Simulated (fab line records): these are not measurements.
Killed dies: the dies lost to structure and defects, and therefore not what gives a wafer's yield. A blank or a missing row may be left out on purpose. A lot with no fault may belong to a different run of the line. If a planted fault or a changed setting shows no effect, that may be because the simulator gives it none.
fab line records | flow sky130
[record] lots = 7 wafers = 21 last_day = 50
route steps=708 shown SONOS_TUNNEL@156 SONOS_ONO@168 PAD_OPEN@708
lots with no fault: from the same line, run without faults
start_h: the number of hours between the record's first day and the start of the first shown wafer of the lot | wait_h: time in hours since the lot's previous step | " unchanged from the row above | L1.1+2: several wafers, shown together as one row | - no value, or no start was given | * or withheld: withheld | < > ~ a bound
route shown NAME@n: NAME is a module with steps in the file, n the number in the route of the first one | usual: the fault-free wafers' mean and standard deviation | same: alike in all rows | chamber/n: place in a boat | sites: the reading at each site | _std_site: the values' standard deviation | _edge_site: outer sites' mean less inner sites' | radius_mm: for every site, how far away it sits from the centre of the wafer | mask NAME#n: copy n | behind: the tool/chamber that last shaped the wafer | hold: cause of the lot's hold/its duration in hours/its outcome | device: transistor that didn't switch, given as n, p or np | end of line: the tests these same wafers got at the end of their route | where a step has no rows: the recipe by itself | killed: not the wafer's yield, but the dies lost to structure and defects at the first sort | map: per-die view of a wafer (x killed, . not killed, _ where there is no die)
set.NAME: the setting the step ran with; set.NAME@STEP: the setting that earlier step ran with | model.NAME: the simulator's own value behind a step, which no gauge read
lots at some steps of the route; a table a step, a row a wafer
services: a tool's chamber out of use, with start hour (start_h, from the record's first day; less than 0 if before it), hours out, and reason
[[steps]]
[step SKY_SONOS_TUNNEL_COAT_02]
[recipe] resist = NOVOLAK spin_rpm = 3000 resist_thk_nm = 1140
[step SKY_SONOS_TUNNEL_SOFTBAKE_03]
[recipe] temp_c = 90 time_s = 60 resist = NOVOLAK
[step SKY_SONOS_TUNNEL_EXPOSE_04]
[recipe] mask_id = TUNM na = 0.6 source_shape = conventional sigma_outer = 0.6 polarization = unpolarized target_cd_nm = 410 dose_mj = 136
[step SKY_SONOS_TUNNEL_PEB_05]
[recipe] temp_c = withheld time_s = * resist = NOVOLAK
[step SKY_SONOS_TUNNEL_DEVELOP_06]
[recipe] resist = NOVOLAK developer = TMAH develop_time_s = 60 dev_temp_c = 23.33
[step SKY_SONOS_TUNNEL_CD_MEAS_07]
[recipe] target_cd_nm = 410
[usual] cd_nm = 409.7/2.2
// columns lot.wafer tool chamber start_h wait_h cd_nm
L277.2 cd_sem-02 - 273.07 0.1 408.8
L277.3 " - " " 409.6
L277.4 " - " " 408.4
L278.1 cd_sem-01 - 284.25 0.1 411.0
L278.3 " - " " 408.8
L278.5 " - " " 408.4
L280.1 cd_sem-01 - 294.98 0.1 412.6
L280.2 " - " " 412.2
L280.3 " - " " 411.3
L283.3 cd_sem-01 - 322.29 0.1 408.6
L283.4 " - " " 410.8
L283.6 " - " " 408.2
L290.2 cd_sem-02 - 389.40 0.1 411.1
L290.5 " - " " 411.6
L290.6 " - " " 412.4
L294.1 cd_sem-02 - 418.22 0.2 407.1
L294.2 " - " " 406.0
L294.5 " - " " 406.9
L296.2 cd_sem-01 - 430.27 0.1 406.3
L296.5 " - " " 405.5
L296.6 " - " " 406.3
[step SKY_SONOS_TUNNEL_OVL_MEAS_08]
[usual] SONOS_TUNNEL_OVL = -0.2/1.5
// columns lot.wafer tool chamber start_h wait_h SONOS_TUNNEL_OVL[nm]
L277.2 overlay-01 - 273.18 0.1 0.8
L277.3 " - " " 0.8
L277.4 " - " " -0.3
L278.1 overlay-02 - 284.37 0.1 1.0
L278.3 " - " " 0.0
L278.5 " - " " 0.6
L280.1 overlay-02 - 295.10 0.1 -0.7
L280.2 " - " " -0.8
L280.3 " - " " -2.2
L283.3 overlay-01 - 322.39 0.1 -2.9
L283.4 " - " " -0.5
L283.6 " - " " -1.2
L290.2 overlay-02 - 389.50 0.1 0.3
L290.5 " - " " 0.5
L290.6 " - " " 0.3
L294.1 overlay-02 - 418.34 0.1 1.0
L294.2 " - " " 2.4
L294.5 " - " " -0.1
L296.2 overlay-02 - 430.38 0.1 0.3
L296.5 " - " " -0.6
L296.6 " - " " 0.1
[step SKY_SONOS_TUNNEL_IMPLANT_09]
[recipe] species = B energy_kev = 20 dose_cm2 = 1e+12 tilt_deg = withheld
[step SKY_SONOS_TUNNEL_WET_ETCH_10]
[recipe] chemistry = dHF target_depth_nm = 14 target = SiO2 dilution = 100:1 temp_c = 25 time_s = 280
[step SKY_SONOS_TUNNEL_STRIP_11]
[recipe] chemistry = SPM time_s = 600 temp_c = 130
[step SKY_SONOS_TUNNEL_TW_MEAS_12]
[usual] SONOS_TUNNEL_TW = 196.9/2.4
// columns lot.wafer tool chamber start_h wait_h SONOS_TUNNEL_TW
L277.2 film_metro-01 - 273.63 0.0 195.2
L277.3 " - " " 193.9
L277.4 " - " " 193.5
L278.1 film_metro-01 - 284.82 0.0 194.8
L278.3 " - " " 194.6
L278.5 " - " " 193.9
L280.1 film_metro-01 - 295.63 0.0 194.6
L280.2 " - " " 195.0
L280.3 " - " " 194.5
L283.3 film_metro-02 - 322.85 0.0 196.1
L283.4 " - " " 196.0
L283.6 " - " " 196.4
L290.2 film_metro-02 - 389.98 0.0 195.8
L290.5 " - " " 196.6
L290.6 " - " " 197.1
L294.1 film_metro-01 - 418.78 0.0 197.6
L294.2 " - " " 197.0
L294.5 " - " " 195.5
L296.2 film_metro-01 - 430.83 0.0 197.0
L296.5 " - " " 197.4
L296.6 " - " " 197.3
[step SKY_SONOS_TUNNEL_CLEAN_13]
[recipe] chemistry = dHF time_s = 20 dilution = 100:1 dry = ipa_marangoni
[step SKY_SONOS_ONO_OXIDATION_00]
[recipe] temp_c = 800 ambient = O2 idle_temp_c = 700 ramp_up_c_per_min = 10 ramp_down_c_per_min = 3 stabilise_s = 600 purge_s = 300 target_thk_a = 26 ox_time_s = 1249
[usual] ramp_up_c_per_min = 10.0000/0.002 spike_tc_centre_C = 801.4/1 spike_tc_lower_C = 800.4/1.7 spike_tc_top_C = 814.9/1.6 spike_tc_upper_C = 800.2/0.99 tube_center_temp_C = 800/0.077 tube_center_temp_C_max = 802.1/0.38
// columns lot.wafer tool chamber start_h wait_h ramp_up_c_per_min spike_tc_centre_C spike_tc_lower_C spike_tc_top_C spike_tc_upper_C tube_center_temp_C tube_center_temp_C_max model.SiO2_of_SONOS_ONO_OXIDATION_00.thk_nm
L277.2 furnace-02 0 276.24 2.6 10.003 807.5 805.2 821.9 803.8 805.01 807.2 2.772
L277.3 " 0 " " 10.000 804.5 806.6 819.7 805.1 804.95 807.9 2.78
L277.4 " 0 " " 9.9967 807.4 808.2 820.8 805.4 805.08 806.9 2.847
L278.1 furnace-02 0 286.08 1.2 9.9988 805.8 805.0 820.3 804.1 805.16 807.1 2.816
L278.3 " 0 " " 9.9963 805.7 805.1 820.3 805.0 804.99 806.8 2.825
L278.5 " 0 " " 10.003 806.2 804.8 821.3 805.9 805.08 807.2 2.874
L280.1 furnace-02 0 297.51 1.8 9.9990 807.1 805.8 821.1 804.8 805.04 807.1 2.835
L280.2 " 0 " " 9.9974 804.8 805.7 819.9 803.8 805.04 807.2 2.883
L280.3 " 0 " " 9.9998 806.2 807.1 820.7 804.2 804.87 806.7 2.884
L283.3 furnace-01 0 322.90 0.0 9.9989 802.0 799.7 814.4 798.3 800.01 801.7 2.655
L283.4 " 0 " " 10.001 801.2 798.2 812.0 802.6 800.03 802.2 2.625
L283.6 " 0 " " 10.002 801.5 797.8 813.8 799.4 800.04 802.0 2.624
L290.2 furnace-02 0 391.81 1.8 10.001 800.0 800.6 817.7 799.6 799.95 801.9 2.671
L290.5 " 0 " " 10.000 800.9 800.1 816.9 803.0 800.05 801.9 2.719
L290.6 " 0 " " 10.002 802.2 801.8 815.8 801.0 800.01 802.0 2.664
L294.1 furnace-02 0 419.14 0.3 10.001 801.0 801.5 814.4 801.6 800.08 802.3 2.644
L294.2 " 0 " " 10.000 802.8 803.3 815.3 799.4 800.04 802.5 2.652
L294.5 " 0 " " 9.9972 801.7 803.9 815.2 800.8 800.06 802.8 2.652
L296.2 furnace-02 0 430.90 0.0 9.9967 800.4 801.6 815.2 801.0 799.92 801.7 2.621
L296.5 " 0 " " 9.9999 800.2 802.2 815.6 800.0 800.05 802.3 2.593
L296.6 " 0 " " 10.001 799.7 798.1 815.9 800.1 799.97 802.1 2.56
[step SKY_SONOS_ONO_THK_MEAS_01]
[recipe] reads = SiO2_of_SONOS_ONO_OXIDATION_00
[usual] SONOS_ONO_OXIDATION_THK = 2.62/0.052
// columns lot.wafer tool chamber start_h wait_h hold SONOS_ONO_OXIDATION_THK[nm]
L277.2 film_metro-04 - 277.60 0.0 await_dispo/0.2h/release 2.76
L277.3 " - " " await_dispo/0.2h/release 2.80
L277.4 " - " " await_dispo/0.2h/release 2.85
L277.2 film_metro-04 - 277.83 0.2 - 2.80
L277.3 " - " " - 2.81
L277.4 " - " " - 2.86
L278.1 film_metro-04 - 287.42 0.0 await_dispo/0.2h/release 2.82
L278.3 " - " " await_dispo/0.2h/release 2.82
L278.5 " - " " await_dispo/0.2h/release 2.90
L278.1 film_metro-04 - 287.65 0.2 - 2.79
L278.3 " - " " - 2.82
L278.5 " - " " - 2.90
L280.1 film_metro-04 - 298.86 0.0 await_dispo/0.2h/release 2.81
L280.2 " - " " await_dispo/0.2h/release 2.86
L280.3 " - " " await_dispo/0.2h/release 2.85
L280.1 film_metro-04 - 299.09 0.2 - 2.88
L280.2 " - " " - 2.84
L280.3 " - " " - 2.82
L283.3 film_metro-04 - 324.27 0.0 - 2.64
L283.4 " - " " - 2.65
L283.6 " - " " - 2.64
L290.2 film_metro-02 - 393.16 0.0 - 2.70
L290.5 " - " " - 2.68
L290.6 " - " " - 2.68
L294.1 film_metro-04 - 420.49 0.0 - 2.63
L294.2 " - " " - 2.65
L294.5 " - " " - 2.64
L296.2 film_metro-02 - 432.25 0.0 - 2.64
L296.5 " - " " - 2.62
L296.6 " - " " - 2.55
[step SKY_PAD_OPEN_PROBE_99]
[usual] killed_at_M0_to_M3 = 44/7.1 killed_at_M4_up = 3.1/1.8 killed_at_contacts = 24/5.3 killed_at_front_end = 15/4.5 killed_at_other = 0.2/0.42 killed_dies = 86/9.6 killed_open = 46/6.9 killed_short = 40/6.4
[same] gross_dies = 492 killed_at_back_side = 0
// columns lot.wafer tool chamber start_h wait_h killed_at_M0_to_M3 killed_at_M4_up killed_at_contacts killed_at_front_end killed_at_other killed_dies killed_open killed_short model.etest.sonos_erased.vt_v
L277.2 prober-01 - 1089.67 0.1 42 0 23 21 1 87 41 46 -2.162
L277.3 prober-01 - 1089.72 0.2 48 2 20 22 1 93 47 46 -2.12
L277.4 prober-01 - 1089.77 0.2 45 4 25 10 0 84 50 34 -2.031
L278.1 prober-02 - 1097.83 0.1 50 5 21 13 0 89 54 35 -2.085
L278.3 prober-02 - 1097.93 0.2 50 2 27 16 0 95 56 39 -2.045
L278.5 prober-02 - 1098.03 0.2 44 1 27 12 0 84 45 39 -2.022
L280.1 prober-02 - 1133.78 0.1 37 3 21 15 0 76 42 34 -2.139
L280.2 prober-02 - 1133.83 0.1 41 4 20 21 1 87 46 41 -2.033
L280.3 prober-02 - 1133.88 0.2 45 6 22 23 0 96 55 41 -2.049
L283.3 prober-01 - 1134.51 0.2 32 2 22 10 0 66 43 23 -2.311
L283.4 prober-01 - 1134.56 0.2 48 1 26 17 1 93 40 53 -2.314
L283.6 prober-01 - 1134.66 0.2 42 1 25 12 0 80 47 33 -2.291
L290.2 prober-01 - 1194.35 0.1 38 11 26 9 0 84 41 43 -2.239
L290.5 prober-01 - 1194.50 0.2 32 0 18 18 0 68 39 29 -2.199
L290.6 prober-01 - 1194.55 0.2 42 2 17 11 0 72 42 30 -2.272
L294.1 prober-01 - 1196.83 0.1 59 2 27 13 0 101 52 49 -2.242
L294.2 prober-01 - 1196.88 0.1 36 4 21 16 1 78 38 40 -2.212
L294.5 prober-01 - 1197.03 0.2 61 3 32 8 2 106 54 52 -2.252
L296.2 prober-02 - 1198.40 0.1 43 4 21 20 0 88 49 39 -2.277
L296.5 prober-02 - 1198.55 0.2 31 3 18 25 0 77 38 39 -2.331
L296.6 prober-02 - 1198.60 0.2 26 2 32 17 0 77 32 45 -2.403
// killed by level:class
L277.2 VIA1:geometric_particle:open=10 METAL2:geometric_particle:short=8 CONTACT:geometric_particle:short=7 VIA3:geometric_particle:open=7 POLY_GATE:geometric_particle:short=6 FIELD_ISO:geometric_particle:open=5 LI_CONTACT:geometric_particle:short=5 CONTACT:geometric_particle:open=5
L277.3 VIA1:geometric_particle:open=12 POLY_GATE:geometric_particle:open=6 VIA3:geometric_particle:open=6 METAL1:geometric_particle:short=6 METAL2:geometric_particle:short=6 FIELD_ISO:geometric_particle:open=5 LOCAL_INTERCONNECT:geometric_particle:short=5 LI_CONTACT:geometric_particle:open=5
L277.4 CONTACT:geometric_particle:open=8 VIA3:geometric_particle:open=8 LI_CONTACT:geometric_particle:open=7 VIA1:geometric_particle:open=7 VIA2:geometric_particle:open=6 METAL2:geometric_particle:short=5 LI_CONTACT:geometric_particle:short=4 VIA1:geometric_particle:short=4
L278.1 VIA1:geometric_particle:open=13 VIA3:geometric_particle:open=12 CONTACT:geometric_particle:open=11 METAL2:geometric_particle:short=8 VIA1:geometric_particle:short=7 POLY_GATE:geometric_particle:open=5 FIELD_ISO:geometric_particle:short=4 LI_CONTACT:geometric_particle:open=4
L278.3 VIA1:geometric_particle:open=12 VIA3:geometric_particle:open=11 LOCAL_INTERCONNECT:geometric_particle:short=8 CONTACT:geometric_particle:open=7 VIA2:geometric_particle:open=7 LI_CONTACT:geometric_particle:open=6 METAL1:geometric_particle:short=5 VIA1:geometric_particle:short=5
L278.5 VIA1:geometric_particle:open=11 CONTACT:geometric_particle:open=9 VIA2:geometric_particle:open=7 FIELD_ISO:geometric_particle:short=6 METAL1:geometric_particle:short=6 METAL2:geometric_particle:short=6 LI_CONTACT:geometric_particle:open=5 LI_CONTACT:geometric_particle:short=4
L280.1 CONTACT:geometric_particle:open=9 FIELD_ISO:geometric_particle:open=6 METAL1:geometric_particle:short=5 VIA1:geometric_particle:open=5 VIA3:geometric_particle:short=5 VIA3:geometric_particle:open=5 LI_CONTACT:geometric_particle:short=4 CONTACT:geometric_particle:short=4
L280.2 VIA1:geometric_particle:open=10 CONTACT:geometric_particle:open=8 METAL1:geometric_particle:short=8 POLY_GATE:geometric_particle:short=7 POLY_GATE:geometric_particle:open=7 METAL2:geometric_particle:short=6 VIA3:geometric_particle:open=4 LI_CONTACT:geometric_particle:open=4
L280.3 LI_CONTACT:geometric_particle:open=10 VIA1:geometric_particle:open=10 POLY_GATE:geometric_particle:open=9 VIA3:geometric_particle:open=6 METAL4:geometric_particle:short=6 CONTACT:geometric_particle:open=5 METAL2:geometric_particle:short=5 VIA1:geometric_particle:short=5
L283.3 LI_CONTACT:geometric_particle:open=9 CONTACT:geometric_particle:open=7 VIA1:geometric_particle:open=7 VIA2:geometric_particle:open=6 CONTACT:geometric_particle:short=5 POLY_GATE:geometric_particle:open=4 METAL1:geometric_particle:short=3 VIA1:geometric_particle:short=3
L283.4 CONTACT:geometric_particle:short=10 CONTACT:geometric_particle:open=8 VIA1:geometric_particle:short=8 FIELD_ISO:geometric_particle:open=7 VIA3:geometric_particle:open=7 METAL1:geometric_particle:short=7 VIA1:geometric_particle:open=7 LOCAL_INTERCONNECT:geometric_particle:short=6
L283.6 LI_CONTACT:geometric_particle:open=12 METAL1:geometric_particle:short=9 VIA1:geometric_particle:open=7 CONTACT:geometric_particle:open=5 VIA3:geometric_particle:open=5 CONTACT:geometric_particle:short=4 METAL2:geometric_particle:short=4 VIA2:geometric_particle:open=4
L290.2 VIA1:geometric_particle:open=11 CONTACT:geometric_particle:open=10 METAL4:geometric_particle:short=8 VIA1:geometric_particle:short=6 LI_CONTACT:geometric_particle:open=5 VIA2:geometric_particle:open=5 LOCAL_INTERCONNECT:geometric_particle:short=4 CONTACT:geometric_particle:short=4
L290.5 VIA1:geometric_particle:open=9 LI_CONTACT:geometric_particle:open=7 FIELD_ISO:geometric_particle:short=6 CONTACT:geometric_particle:open=5 VIA2:geometric_particle:open=5 POLY_GATE:geometric_particle:short=4 VIA1:geometric_particle:short=4 VIA3:geometric_particle:open=4
L290.6 LI_CONTACT:geometric_particle:open=11 VIA1:geometric_particle:open=7 VIA1:geometric_particle:short=7 VIA3:geometric_particle:open=5 METAL1:geometric_particle:open=4 VIA2:geometric_particle:open=4 POLY_GATE:geometric_particle:open=3 CONTACT:geometric_particle:open=3
L294.1 VIA1:geometric_particle:open=13 CONTACT:geometric_particle:open=9 VIA1:geometric_particle:short=9 CONTACT:geometric_particle:short=8 LI_CONTACT:geometric_particle:open=7 METAL1:geometric_particle:short=7 VIA2:geometric_particle:open=6 VIA3:geometric_particle:open=6
L294.2 VIA1:geometric_particle:open=7 METAL3:geometric_particle:short=7 VIA3:geometric_particle:open=7 LI_CONTACT:geometric_particle:open=6 CONTACT:geometric_particle:open=6 FIELD_ISO:geometric_particle:short=5 POLY_GATE:geometric_particle:short=4 CONTACT:geometric_particle:short=4
L294.5 VIA1:geometric_particle:open=16 VIA1:geometric_particle:short=11 CONTACT:geometric_particle:open=11 VIA3:geometric_particle:open=9 LOCAL_INTERCONNECT:geometric_particle:short=8 LI_CONTACT:geometric_particle:open=6 METAL2:geometric_particle:short=5 VIA2:geometric_particle:short=4
L296.2 VIA1:geometric_particle:open=12 CONTACT:geometric_particle:open=7 LI_CONTACT:geometric_particle:open=6 VIA3:geometric_particle:open=6 POLY_GATE:geometric_particle:open=5 LI_CONTACT:geometric_particle:short=5 VIA1:geometric_particle:short=5 FIELD_ISO:geometric_particle:short=4
L296.5 CONTACT:geometric_particle:open=8 POLY_GATE:geometric_particle:short=8 FIELD_ISO:geometric_particle:open=5 POLY_GATE:geometric_particle:open=5 METAL1:geometric_particle:short=5 VIA1:geometric_particle:open=5 VIA1:geometric_particle:short=5 VIA2:geometric_particle:short=5
L296.6 LI_CONTACT:geometric_particle:open=8 CONTACT:geometric_particle:short=8 POLY_GATE:geometric_particle:short=7 CONTACT:geometric_particle:open=7 LI_CONTACT:geometric_particle:short=5 VIA1:geometric_particle:open=5 FIELD_ISO:geometric_particle:short=4 POLY_GATE:geometric_particle:open=4
[[services]]
// columns tool chamber start_h hours kind
furnace-01 - 258.44 8.7 repair
furnace-01 - 287.34 4.5 pm
furnace-02 - 347.77 3.2 pm
furnace-02 - 378.14 3.4 pm
[[key]]
[first_sign] step = SKY_SONOS_ONO_OXIDATION_00 reading = tube_center_temp_C direction = up sigmas = 63 usual = * struck = *
[effect] step = SKY_SONOS_ONO_OXIDATION_00 reading = tube_center_temp_C_max direction = up sigmas = 13 usual = * struck = *
[effect] step = SKY_SONOS_ONO_THK_MEAS_01 reading = visit direction = added
[model_effect] step = SKY_SONOS_ONO_OXIDATION_00 value = SiO2_of_SONOS_ONO_OXIDATION_00.thk_nm without = 2.642 struck = 2.835
[model_effect] step = SKY_PAD_OPEN_PROBE_99 value = etest.sonos_erased.vt_v without = -2.25 struck = -2.076
met_at SKY_SONOS_ONO_OXIDATION_00
struck_wafers L277.2,L277.3,L277.4,L278.1,L278.3,L278.5,L280.1,L280.2,L280.3
tester_left_out L277,L278,L280
[fault] kind = process_parameter_drift tool = furnace-02 chamber = - onset_h = 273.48 steps = SKY_SONOS_ONO_OXIDATION_00 channel = temp_c offset = * shape = step end_h = 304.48 acts_in = * stated = *
// tester_left_out: of these lots the tester's yield and bins aren't shown, on N5 and GAA mostly nor the transistor test; their killed dies are dies lost to structure and defects alone, not to doping, threshold or leakage, so they don't give the yield
